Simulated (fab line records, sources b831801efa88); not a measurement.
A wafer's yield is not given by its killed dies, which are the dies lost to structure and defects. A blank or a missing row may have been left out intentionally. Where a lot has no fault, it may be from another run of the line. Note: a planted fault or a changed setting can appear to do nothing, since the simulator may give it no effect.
The tool behind it: which one?    flow sky130    Sampling: 6 lots, 18 wafers, 3 of 708 route steps

## WHAT EACH GAUGE READ, for each wafer
SKY_METAL4_CD_MEAS_13 targets a cd of 300 nm.
lot   measured      on         cd-nm (nm)
L977  day 41 20:20  cd-sem-02  298.3 299.5 297.6
L979  day 42 23:09  cd-sem-02  301.4 300.8 300.3
L985  day 44 07:02  cd-sem-01  298.0 299.7 299.4
L993  day 47 01:55  cd-sem-02  301.6 300.8 299.2
L996  day 47 05:04  cd-sem-01  138.4 180.0 192.7
L999  day 47 18:39  cd-sem-01  300.4 300.4 299.5

## EACH LOT AND THE TOOL THAT RAN IT (in order: tool; ch and the chambers of the sampled wafers; start)
lot   SKY_METAL3_SPUTTER_04         SKY_METAL4_EXPOSE_10
L977  pvd-sputter-02, day 36 09:25  krf-scanner-01 ch 0, day 41 08:29
L979  pvd-sputter-01, day 37 15:13  krf-scanner-01 ch 0, day 42 11:55
L985  pvd-sputter-02, day 39 01:42  krf-scanner-02 ch 0, day 43 20:25
L993  pvd-sputter-02, day 42 09:59  krf-scanner-02 ch 0, day 46 15:47
L996  pvd-sputter-02, day 42 10:35  krf-scanner-01 ch 0, day 46 19:19
L999  pvd-sputter-04, day 43 03:05  krf-scanner-02 ch 0, day 47 08:56
- SKY_METAL3_SPUTTER_04: material TiN, target thk 70 nm, time 58.3 s.
- SKY_METAL4_EXPOSE_10: exposes mask MM4, target cd 300 nm.

## THE ANSWER, worked out from the rows above alone
Rule: the lots themselves supply what counts as usual. Put in order of their means at a reading, lots are off if they are a third of the lots or fewer, leave a main group of 4 or more, and stand apart from it by a gap of 3 or more times the standard deviation of the main group's means; of several such gaps the widest counts. If all means in a main group match to the digits the tables above print for the reading, that group is not used. A lot without any number at a reading at which 4 lots or more have one is off too. All remaining lots with rows at the step are treated as sound.
Off, at SKY_METAL4_CD_MEAS_13 on cd-nm: L996. Mean 299.8 nm and standard deviation 0.9 in the main group.
If a tool, at a process step before that reading, ran all the lots that are off and no sound lot after the first of them, it fits. Gauges at SKY_METAL4_CD_MEAS_13: tried the same way as those tools. This does not decide it: 2 tools fit, namely pvd-sputter-02 at SKY_METAL3_SPUTTER_04 and krf-scanner-01 at SKY_METAL4_EXPOSE_10.

## WHAT THE SIMULATOR PUT IN
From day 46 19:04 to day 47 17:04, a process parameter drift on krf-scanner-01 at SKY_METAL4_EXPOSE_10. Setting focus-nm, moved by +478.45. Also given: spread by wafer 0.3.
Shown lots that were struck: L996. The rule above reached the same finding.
